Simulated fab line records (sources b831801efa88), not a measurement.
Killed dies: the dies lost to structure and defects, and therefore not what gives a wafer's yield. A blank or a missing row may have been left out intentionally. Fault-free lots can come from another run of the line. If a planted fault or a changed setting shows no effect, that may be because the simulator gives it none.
fab line records    flow sky130
[record] lots = 6  wafers = 18  last_day = 50
route steps=708 shown VT_ADJUST_HVTP@87 VT_ADJUST_LVTN@97 PAD_OPEN@708
lots that met no fault: from a run of the same line without faults
start_h: hours from the record's opening day to when the first of the lot's shown wafers began    wait_h: hours elapsed since this lot's preceding step    " unchanged from the row above    L1.1+2: several wafers, shown together as one row    - no value present, or no start provided    * or withheld: withheld    < > ~ a bound
route shown NAME@n: a module of which the file shows steps, and the number in the route of the first    usual: average and standard deviation across the fault-free wafers    same: alike in all rows    chamber/n: place in a boat    sites: readings site by site    _std_site: their standard deviation    _edge_site: outer sites' mean less inner sites'    radius_mm: for every site, how far away it sits from the centre of the wafer    mask NAME#n: copy n    behind: tool/chamber where the wafer was last shaped    hold: what put the lot on hold/how long, in hours/how the hold closed    device: transistor that didn't switch, given as n, p or np    end of line: tests run on the same wafers once the route is complete    step lacking rows: just its recipe    killed: at the first sort, the dies lost to defects and structure; wafer yield is something else    map: the dies of a wafer, with x for killed, . for not killed, _ for no die there
set.NAME: setting as actually run; set.NAME@STEP: the setting as run at that earlier step    model.NAME: the simulator's own value behind a step, which no gauge read
lots seen at some steps along the route; tables by step, rows by wafer
services: the hour from which a tool's chamber was out of use, counted from the record's first day as start_h (under 0 if before that day), plus the number of hours and why
[[steps]]
[step SKY_VT_ADJUST_HVTP_COAT_02]
[recipe] resist = NOVOLAK  spin_rpm = 3000  resist_thk_nm = 1140
[step SKY_VT_ADJUST_HVTP_SOFTBAKE_03]
[recipe] temp_c = 90  time_s = 60  resist = NOVOLAK
[step SKY_VT_ADJUST_HVTP_EXPOSE_04]
[recipe] mask_id = HVTPM  na = 0.6  source_shape = conventional  sigma_outer = 0.6  polarization = unpolarized  target_cd_nm = 380  dose_mj = 140
[step SKY_VT_ADJUST_HVTP_PEB_05]
[recipe] temp_c = withheld  time_s = *  resist = NOVOLAK
[step SKY_VT_ADJUST_HVTP_DEVELOP_06]
[recipe] resist = NOVOLAK  developer = TMAH  develop_time_s = 60  dev_temp_c = 23
[step SKY_VT_ADJUST_HVTP_CD_MEAS_07]
[recipe] target_cd_nm = 380
[usual] cd_nm = 379.1/2.3
lot.wafer  tool       chamber  start_h  wait_h  cd_nm
L414.3     cd_sem-02  -        125.21   0.1     378.7
L414.4     "          -        "        "       378.9
L414.5     "          -        "        "       380.1
L422.3     cd_sem-01  -        176.65   0.1     381.3
L422.5     "          -        "        "       380.8
L422.6     "          -        "        "       376.2
L425.1     cd_sem-02  -        197.05   0.1     378.4
L425.2     "          -        "        "       380.8
L425.4     "          -        "        "       379.2
L428.1     cd_sem-01  -        213.22   0.1     375.2
L428.3     "          -        "        "       378.4
L428.6     "          -        "        "       376.7
L429.1     cd_sem-01  -        221.32   0.1     378.6
L429.4     "          -        "        "       381.2
L429.6     "          -        "        "       378.6
L435.1     cd_sem-01  -        277.76   0.1     376.1
L435.2     "          -        "        "       374.5
L435.4     "          -        "        "       374.7
[step SKY_VT_ADJUST_HVTP_OVL_MEAS_08]
[usual] VT_ADJUST_HVTP_OVL = -0.7/1.3
lot.wafer  tool        chamber  start_h  wait_h  VT_ADJUST_HVTP_OVL[nm]
L414.3     overlay-01  -        125.31   0.1     0.7
L414.4     "           -        "        "       -1.5
L414.5     "           -        "        "       -1.4
L422.3     overlay-02  -        176.75   0.1     -0.8
L422.5     "           -        "        "       -0.7
L422.6     "           -        "        "       0.1
L425.1     overlay-02  -        197.17   0.1     -1.4
L425.2     "           -        "        "       -2.6
L425.4     "           -        "        "       -2.5
L428.1     overlay-01  -        213.34   0.1     -0.5
L428.3     "           -        "        "       -1.7
L428.6     "           -        "        "       -0.5
L429.1     overlay-01  -        221.44   0.1     -0.9
L429.4     "           -        "        "       -3.4
L429.6     "           -        "        "       -0.8
L435.1     overlay-01  -        277.88   0.1     0.7
L435.2     "           -        "        "       -0.2
L435.4     "           -        "        "       0.5
[step SKY_VT_ADJUST_HVTP_IMPLANT_09]
[recipe] species = As  energy_kev = 150  dose_cm2 = 4.3e+12  tilt_deg = withheld
[step SKY_VT_ADJUST_HVTP_STRIP_10]
[recipe] chemistry = O2/N2  power_w = 1400  pressure_mtorr = 1500  platen_temp_c = withheld  o2_flow_sccm = 3000  n2_flow_sccm = 300  overash_fraction = 0.5
[usual] drypump_motor_current_A = 5.79/0.21  oes_product_au = 0.716/0.0046  strip_time_to_endpoint_s = 14.17/0.042
lot.wafer  tool             chamber  start_h  wait_h  drypump_motor_current_A  oes_product_au  rf_hours_counter_h  strip_time_to_endpoint_s
L414.3     plasma_asher-01  1        125.51   0.1     5.73                     0.720           -                   14.15
L414.4     "                0        "        "       5.62                     0.723           -                   14.14
L414.5     "                1        "        "       5.74                     0.719           -                   14.13
L422.3     plasma_asher-01  1        176.95   0.1     5.71                     0.719           -                   14.23
L422.5     "                0        "        "       5.63                     0.719           -                   14.18
L422.6     "                1        "        "       5.74                     0.719           -                   14.15
L425.1     plasma_asher-01  0        197.36   0.1     5.65                     0.709           51                  14.15
L425.2     "                1        "        "       5.72                     0.717           51                  14.15
L425.4     "                1        "        "       5.74                     0.720           -                   14.16
L428.1     plasma_asher-01  0        213.53   0.1     5.63                     0.712           53                  14.18
L428.3     "                1        "        "       5.73                     0.714           -                   14.16
L428.6     "                1        "        "       5.73                     0.721           -                   14.15
L429.1     plasma_asher-01  1        221.63   0.1     5.74                     0.714           54                  14.26
L429.4     "                0        "        "       5.59                     0.708           -                   14.21
L429.6     "                0        "        "       5.60                     0.721           -                   14.18
L435.1     plasma_asher-03  1        278.07   0.1     6.25                     0.708           48                  14.14
L435.2     "                0        "        "       5.62                     0.716           48                  14.15
L435.4     "                1        "        "       6.28                     0.716           -                   14.19
[step SKY_VT_ADJUST_HVTP_TW_MEAS_11]
[usual] VT_ADJUST_HVTP_TW = 1365/6
lot.wafer  tool           chamber  start_h  wait_h  VT_ADJUST_HVTP_TW
L414.3     film_metro-02  -        125.60   0.1     1361
L414.4     "              -        "        "       1362
L414.5     "              -        "        "       1365
L422.3     film_metro-01  -        177.04   0.1     1371
L422.5     "              -        "        "       1370
L422.6     "              -        "        "       1360
L425.1     film_metro-03  -        197.46   0.1     1372
L425.2     "              -        "        "       1360
L425.4     "              -        "        "       1365
L428.1     film_metro-03  -        213.63   0.1     1367
L428.3     "              -        "        "       1369
L428.6     "              -        "        "       1371
L429.1     film_metro-01  -        221.73   0.1     1371
L429.4     "              -        "        "       1364
L429.6     "              -        "        "       1369
L435.1     film_metro-01  -        278.17   0.1     1365
L435.2     "              -        "        "       1362
L435.4     "              -        "        "       1364
[step SKY_VT_ADJUST_LVTN_DEHYDRATE_00]
[recipe] temp_c = 200  time_s = 60
[step SKY_VT_ADJUST_LVTN_HMDS_01]
[recipe] prime_time_s = 60  prime_temp_c = 120
[step SKY_VT_ADJUST_LVTN_COAT_02]
[recipe] spin_rpm = 2000  resist_thk_nm = 3000
[usual] dispense_pressure_kPa = 51/3.1  spin_speed_rpm = 2000.2/1.3
lot.wafer  tool            chamber  start_h  wait_h  dispense_pressure_kPa  spin_speed_rpm  model.coat_of_VT_ADJUST_LVTN_COAT_02.thk_nm
L414.3     litho_track-02  0        135.14   0.1     49                     2001.3          3022
L414.4     "               0        "        "       49                     1998.6          3037
L414.5     "               0        "        "       49                     1999.7          3026
L422.3     litho_track-04  0        187.31   0.1     51                     1999.8          2611
L422.5     "               0        "        "       51                     2002.3          2619
L422.6     "               0        "        "       51                     2001.5          2614
L425.1     litho_track-04  0        207.56   0.1     51                     1997.1          2611
L425.2     "               0        "        "       51                     2000.7          2616
L425.4     "               0        "        "       51                     1999.9          2614
L428.1     litho_track-02  0        224.59   0.1     48                     2001.9          3002
L428.3     "               0        "        "       48                     2002.1          3002
L428.6     "               0        "        "       48                     2001.3          3005
L429.1     litho_track-02  0        232.99   0.1     48                     2000.4          2991
L429.4     "               0        "        "       48                     1997.1          2995
L429.6     "               0        "        "       49                     1999.0          2998
L435.1     litho_track-04  0        290.11   0.1     51                     2000.8          3009
L435.2     "               0        "        "       51                     1998.0          3012
L435.4     "               0        "        "       51                     2001.0          3013
[step SKY_VT_ADJUST_LVTN_SOFTBAKE_03]
[recipe] temp_c = 110  time_s = withheld
[step SKY_VT_ADJUST_LVTN_EXPOSE_04]
[recipe] mask_id = NWM_COMPLEMENT_LESS_NATIVE  na = 0.6  source_shape = conventional  sigma_outer = 0.6  polarization = unpolarized  target_cd_nm = 840  dose_mj = 194
[step SKY_VT_ADJUST_LVTN_PEB_05]
[recipe] temp_c = 115  time_s = withheld
[step SKY_VT_ADJUST_LVTN_DEVELOP_06]
[recipe] wall_angle_deg = 90  developer = TMAH  develop_time_s = 60  dev_temp_c = 23
lot.wafer  tool            chamber  start_h  wait_h  model.coat_of_VT_ADJUST_LVTN_COAT_02.thk_nm
L414.3     litho_track-01  0        -        -       3018
L414.4     "               0        "        "       3033
L414.5     "               0        "        "       3022
L422.3     litho_track-04  0        -        -       2607
L422.5     "               0        "        "       2615
L422.6     "               0        "        "       2610
L425.1     litho_track-04  0        -        -       2607
L425.2     "               0        "        "       2612
L425.4     "               0        "        "       2610
L428.1+3   litho_track-02  0        -        -       2998
L428.6     "               0        "        "       3001
L429.1     litho_track-01  0        -        -       2987
L429.4     "               0        "        "       2991
L429.6     "               0        "        "       2993
L435.1     litho_track-04  0        -        -       3005
L435.2+4   "               0        "        "       3008
[step SKY_VT_ADJUST_LVTN_OVL_MEAS_07]
[usual] VT_ADJUST_LVTN_OVL = 0.5/1.5
lot.wafer  tool        chamber  start_h  wait_h  VT_ADJUST_LVTN_OVL[nm]
L414.3     overlay-02  -        144.86   -       0.0
L414.4     "           -        "        "       0.6
L414.5     "           -        "        "       -1.1
L422.3     overlay-01  -        197.42   -       -2.3
L422.5     "           -        "        "       -2.0
L422.6     "           -        "        "       0.2
L425.1     overlay-02  -        218.66   -       0.4
L425.2     "           -        "        "       -1.9
L425.4     "           -        "        "       1.6
L428.1     overlay-02  -        235.89   -       1.8
L428.3     "           -        "        "       0.6
L428.6     "           -        "        "       2.1
L429.1     overlay-01  -        244.25   -       -1.6
L429.4     "           -        "        "       0.4
L429.6     "           -        "        "       -0.2
L435.1     overlay-01  -        302.86   -       -0.6
L435.2     "           -        "        "       -2.2
L435.4     "           -        "        "       0.8
[step SKY_VT_ADJUST_LVTN_IMPLANT_08]
[recipe] species = B  energy_kev = 30  dose_cm2 = 1.57e+12  tilt_deg = withheld
[step SKY_VT_ADJUST_LVTN_STRIP_09]
[recipe] chemistry = O2/N2  power_w = 1400  pressure_mtorr = 1500  platen_temp_c = withheld  o2_flow_sccm = 3000  n2_flow_sccm = 300  overash_fraction = 0.5
[usual] drypump_motor_current_A = 5.82/0.24  oes_product_au = 0.722/0.0049  strip_time_to_endpoint_s = 36.99/0.11
lot.wafer  tool             chamber  start_h  wait_h  drypump_motor_current_A  oes_product_au  rf_hours_counter_h  strip_time_to_endpoint_s
L414.3     plasma_asher-03  0        145.07   0.1     5.59                     0.723           -                   37.18
L414.4     "                1        "        "       6.28                     0.725           -                   37.36
L414.5     "                1        "        "       6.26                     0.723           -                   37.23
L422.3     plasma_asher-03  0        197.63   0.1     5.62                     0.718           -                   32.47
L422.5     "                0        "        "       5.60                     0.716           -                   32.54
L422.6     "                1        "        "       6.24                     0.723           -                   32.48
L425.1     plasma_asher-03  0        218.85   0.1     5.60                     0.721           42                  32.47
L425.2     "                1        "        "       6.27                     0.716           42                  32.52
L425.4     "                1        "        "       6.24                     0.713           -                   32.49
L428.1     plasma_asher-02  1        236.08   0.1     5.89                     0.715           58                  36.93
L428.3     "                1        "        "       5.88                     0.719           -                   36.94
L428.6     "                1        "        "       5.90                     0.713           -                   36.96
L429.1     plasma_asher-03  0        244.44   0.1     5.61                     0.715           45                  36.81
L429.4     "                1        "        "       6.26                     0.716           -                   36.86
L429.6     "                0        "        "       5.62                     0.717           -                   36.89
L435.1     plasma_asher-03  0        303.05   0.1     5.61                     0.721           51                  37.01
L435.2     "                1        "        "       6.24                     0.720           51                  37.08
L435.4     "                0        "        "       5.59                     0.730           -                   37.06
[step SKY_VT_ADJUST_LVTN_TW_MEAS_10]
[usual] VT_ADJUST_LVTN_TW = 243.4/1.2
lot.wafer  tool           chamber  start_h  wait_h  VT_ADJUST_LVTN_TW
L414.3     film_metro-01  -        145.16   0.1     242.1
L414.4     "              -        "        "       243.2
L414.5     "              -        "        "       242.5
L422.3     film_metro-04  -        197.72   0.1     246.1
L422.5     "              -        "        "       244.4
L422.6     "              -        "        "       244.5
L425.1     film_metro-03  -        218.95   0.1     243.9
L425.2     "              -        "        "       242.7
L425.4     "              -        "        "       243.7
L428.1     film_metro-03  -        236.18   0.1     243.8
L428.3     "              -        "        "       243.0
L428.6     "              -        "        "       243.3
L429.1     film_metro-04  -        244.54   0.1     246.6
L429.4     "              -        "        "       246.3
L429.6     "              -        "        "       246.0
L435.1     film_metro-03  -        303.15   0.1     240.2
L435.2     "              -        "        "       241.8
L435.4     "              -        "        "       241.9
[step SKY_PAD_OPEN_PROBE_99]
[usual] killed_at_M0_to_M3 = 43/7.7  killed_at_M4_up = 2.9/1.9  killed_at_contacts = 24/5.9  killed_at_front_end = 16/5.1  killed_at_other = 0.3/0.63  killed_dies = 86/10  killed_open = 47/7.6  killed_short = 39/6.8
[same] gross_dies = 492  killed_at_back_side = 0
lot.wafer  tool       chamber  start_h  wait_h  killed_at_M0_to_M3  killed_at_M4_up  killed_at_contacts  killed_at_front_end  killed_at_other  killed_dies  killed_open  killed_short
L414.3     prober-01  -        1072.17  0.2     33                  4                27                  15                   0                79           36           43
L414.4     prober-01  -        1072.22  0.2     41                  4                32                  16                   1                94           50           42
L414.5     prober-01  -        1072.27  0.2     39                  4                29                  21                   0                93           54           37
L422.3     prober-02  -        1126.04  0.2     43                  2                31                  17                   0                93           44           49
L422.5     prober-02  -        1126.14  0.2     50                  3                21                  17                   0                91           54           37
L422.6     prober-02  -        1126.19  0.2     45                  3                40                  21                   0                109          48           59
L435.1     prober-02  -        1203.06  0.1     42                  2                30                  15                   0                89           47           42
L435.2     prober-02  -        1203.11  0.1     48                  7                15                  15                   2                87           42           45
L435.4     prober-02  -        1203.21  0.2     34                  3                26                  11                   0                74           39           35
// killed by level:class
L414.3 CONTACT:geometric_particle:open=11 FIELD_ISO:geometric_particle:short=7 VIA3:geometric_particle:open=6 LI_CONTACT:geometric_particle:open=5 VIA1:geometric_particle:short=5 METAL2:geometric_particle:short=5 CONTACT:geometric_particle:short=4 LI_CONTACT:geometric_particle:short=4
L414.4 CONTACT:geometric_particle:open=12 LI_CONTACT:geometric_particle:open=9 VIA3:geometric_particle:open=8 FIELD_ISO:geometric_particle:short=6 VIA1:geometric_particle:open=6 LI_CONTACT:geometric_particle:short=5 VIA2:geometric_particle:open=5 METAL2:geometric_particle:short=4
L414.5 CONTACT:geometric_particle:open=11 LI_CONTACT:geometric_particle:open=10 VIA1:geometric_particle:open=8 VIA2:geometric_particle:open=7 FIELD_ISO:geometric_particle:short=6 CONTACT:geometric_particle:short=5 METAL2:geometric_particle:short=5 VIA3:geometric_particle:open=5
L422.3 CONTACT:geometric_particle:open=9 METAL1:geometric_particle:short=8 FIELD_ISO:geometric_particle:open=7 VIA3:geometric_particle:open=6 CONTACT:geometric_particle:short=6 VIA1:geometric_particle:open=6 VIA1:geometric_particle:short=6 VIA2:geometric_particle:open=6
L422.5 VIA1:geometric_particle:open=11 CONTACT:geometric_particle:open=10 VIA3:geometric_particle:open=9 METAL1:geometric_particle:short=8 VIA2:geometric_particle:open=8 FIELD_ISO:geometric_particle:open=6 POLY_GATE:geometric_particle:short=5 LI_CONTACT:geometric_particle:open=5
L422.6 CONTACT:geometric_particle:open=9 LI_CONTACT:geometric_particle:short=8 LI_CONTACT:geometric_particle:open=8 CONTACT:geometric_particle:short=8 VIA1:geometric_particle:open=7 LOCAL_INTERCONNECT:geometric_particle:short=7 METAL1:geometric_particle:short=7 METAL2:geometric_particle:short=7
L435.1 CONTACT:geometric_particle:open=18 METAL2:geometric_particle:short=8 VIA2:geometric_particle:open=8 VIA1:geometric_particle:short=5 POLY_GATE:geometric_particle:open=4 LI_CONTACT:geometric_particle:short=4 VIA1:geometric_particle:open=4 METAL1:geometric_particle:short=4
L435.2 VIA1:geometric_particle:open=12 VIA1:geometric_particle:short=9 VIA2:geometric_particle:open=8 METAL4:geometric_particle:short=7 POLY_GATE:geometric_particle:short=5 LI_CONTACT:geometric_particle:open=5 VIA3:geometric_particle:open=5 VIA3:geometric_particle:short=5
L435.4 CONTACT:geometric_particle:open=10 METAL2:geometric_particle:short=7 LI_CONTACT:geometric_particle:short=6 VIA1:geometric_particle:open=6 VIA3:geometric_particle:open=6 POLY_GATE:geometric_particle:short=4 LI_CONTACT:geometric_particle:open=4 METAL1:geometric_particle:short=4
[[services]]
tool             chamber  start_h  hours  kind
plasma_asher-02  -        111.72   2.8    pm
plasma_asher-02  -        214.77   4.3    pm
plasma_asher-03  -        222.11   1.9    repair
plasma_asher-02  -        277.96   14.2   repair
[[key]]
[first_sign] step = SKY_VT_ADJUST_LVTN_STRIP_09  reading = strip_time_to_endpoint_s  direction = down  sigmas = 42  usual = *  struck = *
effect none on later readings
[model_effect] step = SKY_VT_ADJUST_LVTN_COAT_02  value = coat_of_VT_ADJUST_LVTN_COAT_02.thk_nm  without = 2999  struck = 2614
[model_effect] step = SKY_VT_ADJUST_LVTN_DEVELOP_06  value = coat_of_VT_ADJUST_LVTN_COAT_02.thk_nm  without = 2995  struck = 2610
met_at SKY_VT_ADJUST_LVTN_COAT_02
struck_wafers L422.3,L422.5,L422.6,L425.1,L425.2,L425.4
tester_left_out L422,L425
[fault] kind = process_parameter_drift  tool = litho_track-04  chamber = -  onset_h = 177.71  steps = SKY_VT_ADJUST_LVTN_COAT_02  channel = resist_thk_nm  offset = -384.8  shape = step  end_h = 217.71  acts_in = these_recipes_only  stated = 3000
// tester_left_out: of these lots the tester's yield and bins aren't shown, on N5 and GAA mostly nor the transistor test; their killed dies are dies lost to structure and defects alone, not to doping, threshold or leakage, so they don't give the yield
